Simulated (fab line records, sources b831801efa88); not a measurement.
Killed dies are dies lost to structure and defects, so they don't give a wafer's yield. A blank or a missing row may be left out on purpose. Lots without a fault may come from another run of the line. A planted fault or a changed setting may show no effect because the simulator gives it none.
Which tool did it? | flow sky130 | 14 lots, 42 wafers sampled, at 2 steps of a route of 708

WHAT THE GAUGES READ, wafer by wafer
SKY_CONTACT_THK_MEAS_03. Usual: CONTACT_HDPCVD_THK 562 nm, standard deviation 6.4.
lot  | measured     | on            | CONTACT_HDPCVD_THK (nm) | flag
L428 | day 31 02:38 | film_metro-02 | 551 560 558             |
L429 | day 31 04:29 | film_metro-01 | 551 563 565             |
L430 | day 31 10:45 | film_metro-02 | 568 565 558             |
L431 | day 31 20:31 | film_metro-04 | 553 558 558             |
L432 | day 32 01:45 | film_metro-02 | 563 563 564             |
L433 | day 32 18:14 | film_metro-01 | 567 575 570             |
L434 | day 32 20:40 | film_metro-01 | 622 608 605             | OFF
L435 | day 33 02:24 | film_metro-02 | 605 605 607             | OFF
L437 | day 33 18:39 | film_metro-04 | 615 611 612             | OFF
L445 | day 36 10:21 | film_metro-01 | 555 549 565             |
L447 | day 36 19:25 | film_metro-02 | 556 554 563             |
L448 | day 37 02:27 | film_metro-02 | 567 562 562             |
L449 | day 37 15:20 | film_metro-04 | 550 564 563             |
L450 | day 37 17:16 | film_metro-01 | 574 564 569             |

WHICH TOOL RAN EACH LOT (tool, then ch and the chambers of the sampled wafers, then the start)
lot  | SKY_CONTACT_HDPCVD_02
L428 | hdpcvd-02 ch 0,1,2, day 31 02:33
L429 | hdpcvd-01 ch 1,2, day 31 04:25
L430 | hdpcvd-01 ch 0,1,2, day 31 10:41
L431 | hdpcvd-02 ch 1,2, day 31 20:27
L432 | hdpcvd-01 ch 0,1, day 32 01:40
L433 | hdpcvd-01 ch 0,1,2, day 32 18:10
L434 | hdpcvd-01 ch 1,2, day 32 20:34
L435 | hdpcvd-01 ch 0,1,2, day 33 02:20
L437 | hdpcvd-01 ch 0,1, day 33 18:35
L445 | hdpcvd-02 ch 0,1,2, day 36 10:16
L447 | hdpcvd-01 ch 0,1, day 36 19:20
L448 | hdpcvd-01 ch 0,1, day 37 02:22
L449 | hdpcvd-01 ch 0,1,2, day 37 15:16
L450 | hdpcvd-01 ch 0,1, day 37 17:11
- SKY_CONTACT_HDPCVD_02: deposits SiO2, target thk 565 nm, time 94.2 s.

WHAT THE TOOLS THEMSELVES READ (means of the sampled wafers that have a number; where no wafer has one, the mark that the record gives instead)
SKY_CONTACT_HDPCVD_02. Usual: run_length_s 121.8 s, standard deviation 0.47.
lot  | tool      | run_length_s (s) | flag
L428 | hdpcvd-02 | 122.0            |
L429 | hdpcvd-01 | 122.0            |
L430 | hdpcvd-01 | 121.7            |
L431 | hdpcvd-02 | 122.0            |
L432 | hdpcvd-01 | 121.3            |
L433 | hdpcvd-01 | 121.6            |
L434 | hdpcvd-01 | 129.1            | OFF
L435 | hdpcvd-01 | 128.7            | OFF
L437 | hdpcvd-01 | 129.1            | OFF
L445 | hdpcvd-02 | 121.9            |
L447 | hdpcvd-01 | 121.4            |
L448 | hdpcvd-01 | 121.3            |
L449 | hdpcvd-01 | 121.8            |
L450 | hdpcvd-01 | 121.5            |

THE ANSWER, worked out from the rows above alone
Rule: a lot is off if the mean of its wafers that have a number lies more than 3 standard deviations from the usual mean. A lot without any number at a reading at which 4 lots or more have one is off too. The other lots that the step has rows for count as sound. The gauges are gone through in route order, then the tools' own readings, and for those a lot's mean is taken as printed above. The first step at which some lot is off is used, and at that step the reading that is off furthest; a lot without a number counts as furthest.
Off: L434, L435, L437, at SKY_CONTACT_THK_MEAS_03 (CONTACT_HDPCVD_THK).
A tool fits if, at a process step before that reading, it ran every lot that is off, and no sound lot after the first of them. The gauges at SKY_CONTACT_THK_MEAS_03 aren't tried: what is off there is off at SKY_CONTACT_HDPCVD_02 too, on other tools, and a gauge's error can't cause that. None of those tried fits.

WHAT THE SIMULATOR HAD PUT IN
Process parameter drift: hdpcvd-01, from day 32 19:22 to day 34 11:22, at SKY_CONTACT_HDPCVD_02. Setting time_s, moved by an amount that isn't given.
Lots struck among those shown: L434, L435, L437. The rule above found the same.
